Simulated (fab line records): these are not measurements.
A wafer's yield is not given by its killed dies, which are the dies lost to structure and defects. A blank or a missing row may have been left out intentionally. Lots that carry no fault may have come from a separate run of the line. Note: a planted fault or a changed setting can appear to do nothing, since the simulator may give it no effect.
Matching of chambers -- flow sky130 -- 4 sister chambers for SKY_CONTACT_ETCH_17 on rie_diel-03
The step etches SiO2 in C4F8/O2/Ar, stops on Si3N4, target depth 340 nm. 7 wafers are shown with their chamber, then 7 later ones without.

WAFERS PAIRED WITH THEIR CHAMBERS
wafer,chamber,oes_product_au (a.u.)
L164.1,0,0.891
L164.4,3,0.891
L167.2,1,0.889
L167.3,0,0.899
L167.5,1,0.890
L176.2,3,0.893
L176.4,2,0.894

WAFERS WITHOUT THEIR CHAMBER
wafer,oes_product_au (a.u.)
L176.5,0.896
L175.3,0.884
L175.4,0.897
L175.5,0.880
L177.1,0.894
L177.3,0.894
L177.6,0.890

WHICH CHAMBER EACH ONE RAN IN
wafer,from the rows above,in truth
L176.5,can't be placed: 0 or 2 or 3 or 1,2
L175.3,can't be placed: 1 or 3 or 2 or 0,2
L175.4,can't be placed: 0 or 2 or 3 or 1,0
L175.5,can't be placed: 1 or 3 or 2 or 0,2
L177.1,can't be placed: 2 or 0 or 3 or 1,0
L177.3,can't be placed: 2 or 0 or 3 or 1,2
L177.6,can't be placed: 1 or 3 or 2 or 0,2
Correct placement for 0 of the 7. From these rows, 7 cannot be placed; in 7 the true chamber is one of the candidates. 0 placed wrongly.
How it was worked out, from the rows above alone: a wafer's distance from a chamber is the root of the sum, over the readings, of the square of ((its reading less the chamber's mean) divided by the reading's scatter). If the next closest chamber is less than 2 further off than the closest, the wafer can't be placed; otherwise it belongs to the closest. The mean given for a chamber averages the wafers shown for that chamber. The scatter: take each reading less its chamber's mean, square it, sum over the shown wafers, divide by the number of wafers less the number of chambers, and take the root.
